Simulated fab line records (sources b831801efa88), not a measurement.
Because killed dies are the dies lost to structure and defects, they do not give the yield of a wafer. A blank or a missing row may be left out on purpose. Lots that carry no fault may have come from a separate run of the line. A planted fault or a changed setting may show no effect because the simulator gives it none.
Comparing a struck lot with a sound one	flow sky130	15 steps out of a route of 708
Sound: these wafers, L196.1, L196.2, L196.6. Struck: wafer L187.1. (L187.5, L187.6 of the same lot were not struck and are left out.) The cause comes at the end.
Per side, at each step with rows, come the tool, then ch with its chambers, and then its first start. Under that, the readings that differ: sound wafers	struck wafers	difference of the means	sigmas: that difference in standard deviations of wafers without a fault.
alike: same words and numbers on both sides, and readings whose means sit less than 2 such deviations apart. not compared: any withheld reading, any reading some wafer has no value for, any bound like >300 that may hide the same value, and any number with overlapping values for which the record gives no deviation.
Wherever a step has rows on one side only, a row that says differs or no value, or a row with sigmas, the two part there. Non-overlapping numbers with no deviation appear without sigmas and do not part them. A reading missing from all wafers of one side parts the sides only when that side holds two or more wafers.

SKY_VIA3_OVL_MEAS_13:
  sound: overlay-01 at day 45 09:07; struck: overlay-02 at day 43 12:57
  alike: VIA3_OVL
SKY_VIA3_ETCH_14: etches BARC in N2/H2, stops on SiO2, time 45.9 s, target depth 60 nm.
  sound on rie diel-01 ch 0,1, day 45 09:09; struck on rie diel-04 ch 3, day 43 12:59
  alike: bias w, drypump motor current A, oes product au, throttle valve pct
  not compared: rf hours counter h
SKY_VIA3_ETCH_15: etches SiO2 in C4F8/O2/Ar, stops on TiN, target depth 507 nm, time 78 s.
  sound on rie diel-01 ch 0,1, day 45 09:12; struck on rie diel-04 ch 3, day 43 13:01
  alike: bias w, oes product au
  not compared: rf hours counter h
then, 4 steps without rows for these wafers: SKY_VIA3_STRIP_16 (strips in O2/N2); SKY_VIA3_STRIP_17 (strips in post etch residue remover, time 1200 s); SKY_VIA3_CLEAN_18 (cleans in IPA, time 180 s); SKY_VIA3_CLEAN_19 (cleans in O3/DIW).
SKY_VIA3_SPUTTER_20: material TiN, target thk 20 nm, time 80 s.
  sound: pvd sputter-04 at day 45 09:52; struck: pvd sputter-04 at day 43 13:43
  alike: throttle valve pct
SKY_VIA3_CVD_21: deposits W, target thk 390 nm, time 117.31 s.
  sound on cvd w-02 ch 0,1, day 45 09:55; struck on cvd w-02 ch 0, day 43 13:47
  alike: heater power w
  not compared: since wet clean h
SKY_VIA3_RS_MEAS_22: measurement is done with a four-point probe.
  sound: film metro-02 at day 45 10:02; struck: film metro-02 at day 43 13:54
  alike: VIA3_W_RS
SKY_VIA3_THK_MEAS_23: measures by xrf.
  sound: film metro-02 at day 45 10:10; struck: film metro-02 at day 43 14:01
  alike: VIA3_W_THK
then, 1 step without rows for these wafers: SKY_VIA3_CMP_24 (polishes, stops on SiO2, t overpolish 20 s, target thk 0 nm).
SKY_METAL4_SPUTTER_00: material Ti, target thk 15 nm, time 10 s.
  sound: pvd sputter-03 at day 45 12:40; struck: pvd sputter-02 at day 43 14:23
reading	sound	struck	difference	sigmas
model.Ti_of_METAL4_SPUTTER_00.thk nm (nm)	14.97 15.02 15	18.31	+3.31	
  alike: throttle valve pct
SKY_METAL4_SPUTTER_01: material TiN, target thk 20 nm, time 16.7 s.
  sound: pvd sputter-03 at day 45 12:41; struck: pvd sputter-02 at day 43 14:24
  alike: throttle valve pct
-- the record jumps here: 5 days lie between the struck wafers' starts before and after (it left off in module METAL4 and takes up again in module PAD_OPEN, whose first step shown is number 708 of the route) --
SKY_PAD_OPEN_PROBE_99:
  only the struck wafers here have rows in the record (prober-02, day 49 02:12); the sound ones have none

== WHERE THEY PART ==
At SKY_PAD_OPEN_PROBE_99 and nowhere else, as far as this record goes.

WHY: the cause the simulator had injected
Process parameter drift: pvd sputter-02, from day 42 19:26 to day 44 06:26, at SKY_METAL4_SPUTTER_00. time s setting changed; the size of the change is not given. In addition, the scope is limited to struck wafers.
